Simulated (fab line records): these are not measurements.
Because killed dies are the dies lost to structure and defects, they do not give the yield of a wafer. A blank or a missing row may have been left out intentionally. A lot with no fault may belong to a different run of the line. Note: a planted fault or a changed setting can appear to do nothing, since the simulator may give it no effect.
Chamber matching / flow gf180mcu / GF_V5_CMP_04 on cmp-02 has 4 sister chambers
The step polishes SiO2. 7 wafers are shown with their chamber, then 9 later ones without.

== WAFERS WITH THEIR CHAMBER ==
wafer=L284.3; chamber=2; motor-current-A (A)=11.6; retaining-ring-pressure-frac=1.011
wafer=L284.5; chamber=1; motor-current-A (A)=9.9; retaining-ring-pressure-frac=0.996
wafer=L285.3; chamber=3; motor-current-A (A)=11.6; retaining-ring-pressure-frac=1.006
wafer=L285.5; chamber=0; motor-current-A (A)=13.8; retaining-ring-pressure-frac=0.997
wafer=L288.2; chamber=2; motor-current-A (A)=12.5; retaining-ring-pressure-frac=1.006
wafer=L288.3; chamber=3; motor-current-A (A)=12.2; retaining-ring-pressure-frac=0.998
wafer=L288.4; chamber=0; motor-current-A (A)=13.5; retaining-ring-pressure-frac=1.003

== WAFERS WHOSE CHAMBER IS MISSING ==
wafer=L291.1; motor-current-A (A)=12.6; retaining-ring-pressure-frac=0.997
wafer=L291.4; motor-current-A (A)=9.6; retaining-ring-pressure-frac=1.007
wafer=L291.5; motor-current-A (A)=12.5; retaining-ring-pressure-frac=0.995
wafer=L300.2; motor-current-A (A)=13.0; retaining-ring-pressure-frac=0.994
wafer=L300.3; motor-current-A (A)=10.0; retaining-ring-pressure-frac=0.998
wafer=L300.4; motor-current-A (A)=12.1; retaining-ring-pressure-frac=0.996
wafer=L301.1; motor-current-A (A)=12.3; retaining-ring-pressure-frac=1.001
wafer=L301.4; motor-current-A (A)=10.2; retaining-ring-pressure-frac=1.005
wafer=L301.5; motor-current-A (A)=12.9; retaining-ring-pressure-frac=1.000

== CHAMBER TAKEN BY EACH ==
wafer=L291.1; from the rows above=can't be placed: 3 or 0 or 2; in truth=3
wafer=L291.4; from the rows above=1; in truth=1
wafer=L291.5; from the rows above=can't be placed: 3 or 0 or 2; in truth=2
wafer=L300.2; from the rows above=can't be placed: 0 or 3 or 2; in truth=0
wafer=L300.3; from the rows above=1; in truth=1
wafer=L300.4; from the rows above=can't be placed: 3 or 2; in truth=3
wafer=L301.1; from the rows above=can't be placed: 3 or 2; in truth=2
wafer=L301.4; from the rows above=can't be placed: 1 or 3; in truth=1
wafer=L301.5; from the rows above=can't be placed: 0 or 3 or 2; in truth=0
Correctly placed: 2 of 9. These rows do not allow placing 7 (true chamber among the candidates in 7). Number placed wrongly: 0.
How it was worked out, from the rows above alone: a wafer's distance from a chamber is the root of the sum, over the readings, of the square of ((its reading less the chamber's mean) divided by the reading's scatter). The wafer belongs to the nearest chamber; if the next one is less than 2 further off, it can't be placed. The mean given for a chamber averages the wafers shown for that chamber. How the scatter is found: for the shown wafers, subtract from each reading the mean of its chamber, square and add these, divide the total by (wafers less chambers), then take the root.
